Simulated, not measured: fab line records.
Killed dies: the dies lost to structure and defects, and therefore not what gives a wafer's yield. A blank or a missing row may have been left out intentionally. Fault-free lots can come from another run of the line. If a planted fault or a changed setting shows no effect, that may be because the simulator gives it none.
Code-filled problem report in 8D (eight disciplines) form | flow gf180mcu | the parts of the form that need people (team, actions taken, sign-off) are left out

== 1. PROBLEM STATEMENT ==
Across 4 wafers from 3 lots, V3_CVD_02_THK at GF_V3_THK_MEAS_03 averages 1121 nm, while fault-free wafers read 851 nm with a standard deviation of 11. Measured from the usual mean, that is +25 standard deviations.
First seen on wafer L187.1, day 27 06:32, on filmMetro-04. At this step, 33 wafers from 12 lots have a number in the record. The rule behind "out" and "out of limits": a value lying over 4 standard deviations away from the usual mean. The rest of the wafers with a number are treated as sound.

== 2. WHAT IT IS, AND WHAT IT ISN'T ==
question                    | is                             | is not
which readings at this step | V3_CVD_02_THK                  | -
which lots                  | L187, L188, L189               | L172, L174, L175, L176, L177, L180, L181, L182, L194
which wafers of those lots  | L187.1, L188.1, L188.4, L189.4 | L187.6, L189.3
read on which gauges        | filmMetro-02, filmMetro-04     | filmMetro-01
when                        | from day 27 06:32              | up to then (25 sound wafers); but 4 sound wafers of L189, L194 came after

== 3. THE SUSPECTS, EACH WITH WHAT RULES IT OUT ==
Counting: if a tool at a process step up to the reading ran every lot that is out, it stays a suspect. Sound lots after the first of them don't rule it out here, since some wafers of a struck lot are sound.
- the gauge at GF_V3_THK_MEAS_03: ruled out. The wafers that are out were read on 2 gauges (filmMetro-02, filmMetro-04).
- pecvd-03 at GF_V3_CVD_02 (deposits SiO2 from TEOS, target thk 850 nm, time 94.851 s): kept. It processed each lot that is out (first: L187, day 27 06:28); up to then, its last sound lot is L182 (day 25 16:54).
After counting, what remains is pecvd-03 at GF_V3_CVD_02.

== 4. THE CAUSE (what the simulator had put in) ==
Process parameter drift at GF_V3_CVD_02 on pecvd-03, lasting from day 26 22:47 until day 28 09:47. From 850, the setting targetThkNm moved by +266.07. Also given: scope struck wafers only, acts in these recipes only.
Only this tool survived the counting.

== 5. SEQUENCE OF EFFECTS, ordered by route ==
One row per reading whose mean, taken over the struck wafers that have a number, lies over 3 standard deviations from the usual. Only readings for which the record gives a usual standard deviation are gone through. hours: the time from each lot's start at the first step in this table that gives one to its start at this step, as a median over the lots. sigmas: the change in usual standard deviations.
hours | step              | reading         | usual  | on struck wafers | change | sigmas
0     | GF_V3_THK_MEAS_03 | V3_CVD_02_THK   | 851 nm | 1121             | +270   | +25
3     | GF_V3_CMP_04      | timeToEndpointS | 80 s   | 179              | +99    | +18
It contains these process steps:
- GF_V3_CMP_04: polishes SiO2.

== 6. WHAT WOULD HAVE CAUGHT IT SOONER ==
8 hours passed between the start of the fault at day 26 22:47 and the first reading out of limits at a measuring or inspecting step in this record, taken at day 27 06:32.
Tool readings at GF_V3_CVD_02 with a usual standard deviation given in the record: none out on any struck wafer, hence no alarm at a limit of 4 standard deviations on them.
Lots out: 3; of these, L188, L189 started GF_V3_CVD_02 on pecvd-03 after day 27 06:32. A hold on the tool at that time would have spared those 2.
